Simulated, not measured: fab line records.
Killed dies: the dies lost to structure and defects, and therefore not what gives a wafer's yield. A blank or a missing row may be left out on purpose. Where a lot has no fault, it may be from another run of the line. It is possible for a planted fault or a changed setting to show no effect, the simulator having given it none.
The tool behind it: which one? :: flow gf180mcu :: Sampling: 13 lots, 39 wafers, 6 of 602 route steps

## WHAT THE GAUGES SHOWED, per wafer
GF_STI_THK_MEAS_04.
lot: L159
measured: day 1 20:30
on: filmMetro-02
STI_CVD_03_THK (nm): 203.6 203.8 203.1

lot: L160
measured: day 2 00:28
on: filmMetro-04
STI_CVD_03_THK (nm): 208.1 208.9 206.7

lot: L161
measured: day 2 07:23
on: filmMetro-02
STI_CVD_03_THK (nm): 208.6 210.1 209.4

lot: L162
measured: day 2 10:20
on: filmMetro-02
STI_CVD_03_THK (nm): 206.5 208.5 207.9

lot: L163
measured: day 2 15:38
on: filmMetro-01
STI_CVD_03_THK (nm): 205.3 206.6 207.0

lot: L164
measured: day 2 20:06
on: filmMetro-02
STI_CVD_03_THK (nm): 207.0 207.6 205.1

lot: L170
measured: day 4 01:34
on: filmMetro-04
STI_CVD_03_THK (nm): 208.8 207.7 210.0

lot: L173
measured: day 4 16:50
on: filmMetro-04
STI_CVD_03_THK (nm): 208.1 207.9 210.1

lot: L175
measured: day 5 05:45
on: filmMetro-04
STI_CVD_03_THK (nm): 205.7 204.2 204.8

lot: L176
measured: day 5 09:52
on: filmMetro-04
STI_CVD_03_THK (nm): 205.3 206.2 207.7

lot: L177
measured: day 5 13:45
on: filmMetro-04
STI_CVD_03_THK (nm): 210.4 209.9 210.6

lot: L179
measured: day 5 22:52
on: filmMetro-01
STI_CVD_03_THK (nm): 208.5 208.0 207.6

lot: L181
measured: day 6 10:50
on: filmMetro-02
STI_CVD_03_THK (nm): 207.1 205.8 205.6

GF_STI_THK_MEAS_22.
lot: L159
measured: day 2 12:10
on: filmMetro-02
STI_OXIDATION_01_THK (nm): 15.00 15.28 15.16

lot: L160
measured: day 2 14:15
on: filmMetro-04
STI_OXIDATION_01_THK (nm): 15.21 15.06 14.93

lot: L161
measured: day 2 20:29
on: filmMetro-02
STI_OXIDATION_01_THK (nm): 14.62 14.70 14.50

lot: L162
measured: day 3 00:00
on: filmMetro-01
STI_OXIDATION_01_THK (nm): 14.61 14.37 14.74

lot: L163
measured: day 3 06:16
on: filmMetro-01
STI_OXIDATION_01_THK (nm): 14.69 14.78 14.59

lot: L164
measured: day 3 10:38
on: filmMetro-01
STI_OXIDATION_01_THK (nm): 15.15 15.06 15.39

lot: L170
measured: day 4 17:47
on: filmMetro-04
STI_OXIDATION_01_THK (nm): 14.97 15.15 15.18

lot: L173
measured: day 5 08:55
on: filmMetro-02
STI_OXIDATION_01_THK (nm): 14.77 15.04 15.12

lot: L175
measured: day 5 21:58
on: filmMetro-04
STI_OXIDATION_01_THK (nm): 14.86 14.96 14.88

lot: L176
measured: day 6 02:20
on: filmMetro-02
STI_OXIDATION_01_THK (nm): 15.19 15.26 15.31

lot: L177
measured: day 6 05:47
on: filmMetro-02
STI_OXIDATION_01_THK (nm): 14.83 14.76 14.77

lot: L179
measured: day 6 16:40
on: filmMetro-01
STI_OXIDATION_01_THK (nm): 15.18 15.13 15.38

lot: L181
measured: day 7 02:59
on: filmMetro-02
STI_OXIDATION_01_THK (nm): 15.13 14.84 15.06

GF_NWELL_TW_MEAS_11.
lot: L159
measured: day 3 17:24
on: filmMetro-02
NWELL_TW: 1592 1581 1589

lot: L160
measured: day 3 19:12
on: filmMetro-02
NWELL_TW: 1583 1588 1583

lot: L161
measured: day 4 01:50
on: filmMetro-02
NWELL_TW: 1586 1577 1574

lot: L162
measured: day 4 06:20
on: filmMetro-01
NWELL_TW: 1543 1543 1551

lot: L163
measured: day 4 12:49
on: filmMetro-01
NWELL_TW: 1552 1544 1549

lot: L164
measured: day 4 16:22
on: filmMetro-02
NWELL_TW: 1571 1569 1573

lot: L170
measured: day 6 04:12
on: filmMetro-03
NWELL_TW: 1407 1405 1412

lot: L173
measured: day 6 18:53
on: filmMetro-02
NWELL_TW: 1419 1432 1423

lot: L175
measured: day 7 08:17
on: filmMetro-03
NWELL_TW: 1581 1578 1583

lot: L176
measured: day 7 11:42
on: filmMetro-03
NWELL_TW: 1589 1585 1587

lot: L177
measured: day 7 16:10
on: filmMetro-03
NWELL_TW: 1589 1580 1581

lot: L179
measured: day 8 04:10
on: filmMetro-02
NWELL_TW: 1577 1583 1582

lot: L181
measured: day 8 13:37
on: filmMetro-02
NWELL_TW: 1577 1577 1586

GF_VT_IMPLANT_RS_MEAS_47: measures by four-point-probe.
lot: L159
measured: day 8 00:28
on: filmMetro-03
NWELL_RS (ohm/sq): 487.8 486.8 487.9

lot: L160
measured: day 8 03:47
on: filmMetro-03
NWELL_RS (ohm/sq): 486.9 488.2 487.5

lot: L161
measured: day 8 08:54
on: filmMetro-01
NWELL_RS (ohm/sq): 487.1 485.3 487.9

lot: L162
measured: day 8 15:58
on: filmMetro-01
NWELL_RS (ohm/sq): 487.0 487.5 486.8

lot: L163
measured: day 8 22:44
on: filmMetro-01
NWELL_RS (ohm/sq): 487.2 487.4 486.9

lot: L164
measured: day 9 03:32
on: filmMetro-02
NWELL_RS (ohm/sq): 490.0 490.3 488.7

lot: L170
measured: day 11 02:05
on: filmMetro-01
NWELL_RS (ohm/sq): 605.0 603.5 599.8

lot: L173
measured: day 11 18:26
on: filmMetro-02
NWELL_RS (ohm/sq): 606.3 608.3 606.9

lot: L175
measured: day 12 10:52
on: filmMetro-02
NWELL_RS (ohm/sq): 488.0 486.8 487.0

lot: L176
measured: day 12 16:10
on: filmMetro-02
NWELL_RS (ohm/sq): 487.0 487.4 488.2

lot: L177
measured: day 12 21:23
on: filmMetro-02
NWELL_RS (ohm/sq): 489.0 487.2 488.9

lot: L179
measured: day 13 11:50
on: filmMetro-01
NWELL_RS (ohm/sq): 488.5 487.0 487.5

lot: L181
measured: day 14 00:09
on: filmMetro-01
NWELL_RS (ohm/sq): 488.0 485.8 485.6

GF_VT_IMPLANT_RS_MEAS_49: measures by four-point-probe.
lot: L159
measured: day 8 00:42
on: filmMetro-03
MVPSD_RS (ohm/sq): 1170.6 1169.3 1167.1

lot: L160
measured: day 8 04:02
on: filmMetro-03
MVPSD_RS (ohm/sq): 1168.2 1167.9 1168.3

lot: L161
measured: day 8 09:08
on: filmMetro-01
MVPSD_RS (ohm/sq): 1170.8 1166.2 1172.7

lot: L162
measured: day 8 16:13
on: filmMetro-01
MVPSD_RS (ohm/sq): 1170.1 1169.6 1168.2

lot: L163
measured: day 8 22:58
on: filmMetro-01
MVPSD_RS (ohm/sq): 1165.0 1168.7 1169.0

lot: L164
measured: day 9 03:47
on: filmMetro-02
MVPSD_RS (ohm/sq): 1169.2 1165.6 1170.9

lot: L170
measured: day 11 02:19
on: filmMetro-01
MVPSD_RS (ohm/sq): 1168.2 1165.3 1163.2

lot: L173
measured: day 11 18:40
on: filmMetro-02
MVPSD_RS (ohm/sq): 1169.9 1168.7 1165.4

lot: L175
measured: day 12 11:06
on: filmMetro-02
MVPSD_RS (ohm/sq): 1166.6 1171.2 1169.3

lot: L176
measured: day 12 16:25
on: filmMetro-02
MVPSD_RS (ohm/sq): 1174.8 1169.6 1173.0

lot: L177
measured: day 12 21:37
on: filmMetro-02
MVPSD_RS (ohm/sq): 1171.3 1168.6 1168.6

lot: L179
measured: day 13 12:04
on: filmMetro-01
MVPSD_RS (ohm/sq): 1164.8 1167.9 1165.6

lot: L181
measured: day 14 00:23
on: filmMetro-01
MVPSD_RS (ohm/sq): 1167.1 1171.3 1172.7

## EACH LOT AND THE TOOL THAT RAN IT (in order: tool; ch and the chambers of the sampled wafers; start)
lot: L159
GF_NWELL_IMPLANT_08: implanter-02 ch 0, day 3 17:00

lot: L160
GF_NWELL_IMPLANT_08: implanter-01 ch 0, day 3 18:49

lot: L161
GF_NWELL_IMPLANT_08: implanter-04 ch 0, day 4 01:28

lot: L162
GF_NWELL_IMPLANT_08: implanter-02 ch 0, day 4 05:56

lot: L163
GF_NWELL_IMPLANT_08: implanter-04 ch 0, day 4 12:28

lot: L164
GF_NWELL_IMPLANT_08: implanter-01 ch 0, day 4 15:59

lot: L170
GF_NWELL_IMPLANT_08: implanter-01 ch 0, day 6 03:48

lot: L173
GF_NWELL_IMPLANT_08: implanter-01 ch 0, day 6 18:31

lot: L175
GF_NWELL_IMPLANT_08: implanter-04 ch 0, day 7 07:53

lot: L176
GF_NWELL_IMPLANT_08: implanter-02 ch 0, day 7 11:18

lot: L177
GF_NWELL_IMPLANT_08: implanter-04 ch 0, day 7 15:47

lot: L179
GF_NWELL_IMPLANT_08: implanter-04 ch 0, day 8 03:47

lot: L181
GF_NWELL_IMPLANT_08: implanter-02 ch 0, day 8 13:14
- GF_NWELL_IMPLANT_08

## AS READ BY THE TOOLS THEMSELVES (means over the sampled wafers that have a number; for cases with no such wafer, the mark the record gives instead)
GF_NWELL_IMPLANT_08.
lot: L159
tool: implanter-02
endStationPressureTorr (Torr): 5.06e-06

lot: L160
tool: implanter-01
endStationPressureTorr (Torr): 5.07e-06

lot: L161
tool: implanter-04
endStationPressureTorr (Torr): 4.79e-06

lot: L162
tool: implanter-02
endStationPressureTorr (Torr): 5.24e-06

lot: L163
tool: implanter-04
endStationPressureTorr (Torr): 5.23e-06

lot: L164
tool: implanter-01
endStationPressureTorr (Torr): 5.11e-06

lot: L170
tool: implanter-01
endStationPressureTorr (Torr): 5.18e-06

lot: L173
tool: implanter-01
endStationPressureTorr (Torr): 5.00e-06

lot: L175
tool: implanter-04
endStationPressureTorr (Torr): 5.30e-06

lot: L176
tool: implanter-02
endStationPressureTorr (Torr): 5.21e-06

lot: L177
tool: implanter-04
endStationPressureTorr (Torr): 5.11e-06

lot: L179
tool: implanter-04
endStationPressureTorr (Torr): 5.13e-06

lot: L181
tool: implanter-02
endStationPressureTorr (Torr): 5.09e-06

## THE ANSWER, worked out from the rows above alone
Rule: what is usual is taken from the lots themselves. The widest of any qualifying gaps counts: lots, ordered by their means at a reading, are off when they make up no more than a third of the lots, leave a main group of 4 or more, and stand apart from it by 3 or more times the standard deviation of that group's means. The tables above print the reading to a certain number of digits; a main group whose means all agree to those digits is not used. Also off: a lot with no number at a reading for which 4 or more lots have one. Where the step has rows for the other lots, those lots are counted as sound. Order of review: gauges by route order, followed by the tools' own readings, for which a lot's mean as printed above is used. At the first step where some lot is off, the reading lying furthest off is the one used; lots without a number count as furthest.
Off: L170, L173, at GF_NWELL_TW_MEAS_11 (NWELL_TW). The main group: mean 1575, standard deviation 14.
If a tool, at a process step before that reading, ran all the lots that are off and no sound lot after the first of them, it fits. Those tools and the gauges at GF_NWELL_TW_MEAS_11 are tried in the same way. One fits: implanter-01 at GF_NWELL_IMPLANT_08. A fault onset in the window from L164 (day 4 15:59, its last sound lot) to L170 (day 6 03:48, its first lot off) fits.

## WHAT THE SIMULATOR HAD INSERTED
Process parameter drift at GF_NWELL_IMPLANT_08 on implanter-01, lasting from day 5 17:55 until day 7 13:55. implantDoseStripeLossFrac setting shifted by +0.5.
Shown lots that were struck: L170, L173. The same result came from the rule above.
